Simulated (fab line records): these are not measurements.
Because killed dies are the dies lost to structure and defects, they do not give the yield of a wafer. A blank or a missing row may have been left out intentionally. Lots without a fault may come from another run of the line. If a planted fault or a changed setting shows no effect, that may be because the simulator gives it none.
Chamber matching / flow gf180mcu / rie-si-02 running GF_POLY_GATE_ETCH_13: 4 sister chambers
The step etches poly-Si in HBr/Cl2, stops on SiO2, target depth 198.5 nm, time 69.6 s. 20 wafers are shown with their chamber, then 10 later ones without.

== WAFERS, EACH WITH ITS CHAMBER ==
wafer=L077.3; chamber=1; oes-product-au (a.u.)=0.994; throttle-valve-pct (%)=33.691
wafer=L077.4; chamber=3; oes-product-au (a.u.)=0.994; throttle-valve-pct (%)=33.692
wafer=L077.5; chamber=2; oes-product-au (a.u.)=0.971; throttle-valve-pct (%)=33.685
wafer=L081.4; chamber=3; oes-product-au (a.u.)=0.988; throttle-valve-pct (%)=33.685
wafer=L081.5; chamber=1; oes-product-au (a.u.)=0.998; throttle-valve-pct (%)=33.685
wafer=L081.6; chamber=2; oes-product-au (a.u.)=0.967; throttle-valve-pct (%)=33.677
wafer=L082.1; chamber=1; oes-product-au (a.u.)=0.997; throttle-valve-pct (%)=33.683
wafer=L082.2; chamber=2; oes-product-au (a.u.)=0.972; throttle-valve-pct (%)=33.678
wafer=L082.4; chamber=3; oes-product-au (a.u.)=0.990; throttle-valve-pct (%)=33.679
wafer=L085.3; chamber=1; oes-product-au (a.u.)=0.991; throttle-valve-pct (%)=33.687
wafer=L085.5; chamber=3; oes-product-au (a.u.)=0.990; throttle-valve-pct (%)=33.678
wafer=L085.6; chamber=2; oes-product-au (a.u.)=0.975; throttle-valve-pct (%)=33.675
wafer=L088.3; chamber=1; oes-product-au (a.u.)=0.991; throttle-valve-pct (%)=33.688
wafer=L088.5; chamber=1; oes-product-au (a.u.)=0.994; throttle-valve-pct (%)=33.686
wafer=L088.6; chamber=0; oes-product-au (a.u.)=0.981; throttle-valve-pct (%)=33.688
wafer=L089.2; chamber=1; oes-product-au (a.u.)=0.993; throttle-valve-pct (%)=33.685
wafer=L089.3; chamber=2; oes-product-au (a.u.)=0.984; throttle-valve-pct (%)=33.679
wafer=L089.5; chamber=2; oes-product-au (a.u.)=0.977; throttle-valve-pct (%)=33.684
wafer=L090.1; chamber=3; oes-product-au (a.u.)=1.000; throttle-valve-pct (%)=33.686
wafer=L090.2; chamber=2; oes-product-au (a.u.)=0.975; throttle-valve-pct (%)=33.681

SIGNATURES (means of the wafers above)
reading=oes-product-au; chamber 0=0.98100; chamber 1=0.99400; chamber 2=0.97443; chamber 3=0.99240; scatter within a chamber=0.00438
reading=throttle-valve-pct; chamber 0=33.68800; chamber 1=33.68643; chamber 2=33.67986; chamber 3=33.68400; scatter within a chamber=0.00396
Rule: distance of a wafer from a chamber = root of the sum over the readings of ((wafer's reading minus chamber's mean) / reading's scatter) squared. The wafer belongs to the nearest chamber; if the next one is less than 2 further off, it can't be placed. The scatter: the root of (the sum of the squares of (reading less its chamber's mean) over the shown wafers, divided by (wafers less chambers)).

== WAFERS MISSING THEIR CHAMBER ==
wafer=L090.3; oes-product-au (a.u.)=0.995; throttle-valve-pct (%)=33.688
wafer=L092.1; oes-product-au (a.u.)=1.001; throttle-valve-pct (%)=33.687
wafer=L092.2; oes-product-au (a.u.)=0.996; throttle-valve-pct (%)=33.693
wafer=L092.5; oes-product-au (a.u.)=1.001; throttle-valve-pct (%)=33.693
wafer=L095.1; oes-product-au (a.u.)=0.994; throttle-valve-pct (%)=33.678
wafer=L095.4; oes-product-au (a.u.)=0.989; throttle-valve-pct (%)=33.686
wafer=L095.5; oes-product-au (a.u.)=0.995; throttle-valve-pct (%)=33.709
wafer=L097.1; oes-product-au (a.u.)=0.992; throttle-valve-pct (%)=33.687
wafer=L097.3; oes-product-au (a.u.)=1.000; throttle-valve-pct (%)=33.670
wafer=L097.5; oes-product-au (a.u.)=0.989; throttle-valve-pct (%)=33.692

== THE CHAMBER EACH PASSED THROUGH ==
wafer=L090.3; from the rows above=can't be placed: 1 or 3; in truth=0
wafer=L092.1; from the rows above=can't be placed: 1 or 3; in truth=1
wafer=L092.2; from the rows above=can't be placed: 1 or 3 or 0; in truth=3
wafer=L092.5; from the rows above=can't be placed: 1 or 3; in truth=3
wafer=L095.1; from the rows above=can't be placed: 3 or 1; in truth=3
wafer=L095.4; from the rows above=can't be placed: 3 or 1 or 0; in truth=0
wafer=L095.5; from the rows above=can't be placed: 1 or 0 or 3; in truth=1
wafer=L097.1; from the rows above=can't be placed: 1 or 3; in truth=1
wafer=L097.3; from the rows above=can't be placed: 3 or 1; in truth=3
wafer=L097.5; from the rows above=can't be placed: 1 or 0 or 3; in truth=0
Placed correctly: 0 of 10. These rows do not allow placing 10 (true chamber among the candidates in 9). 0 placed wrongly.
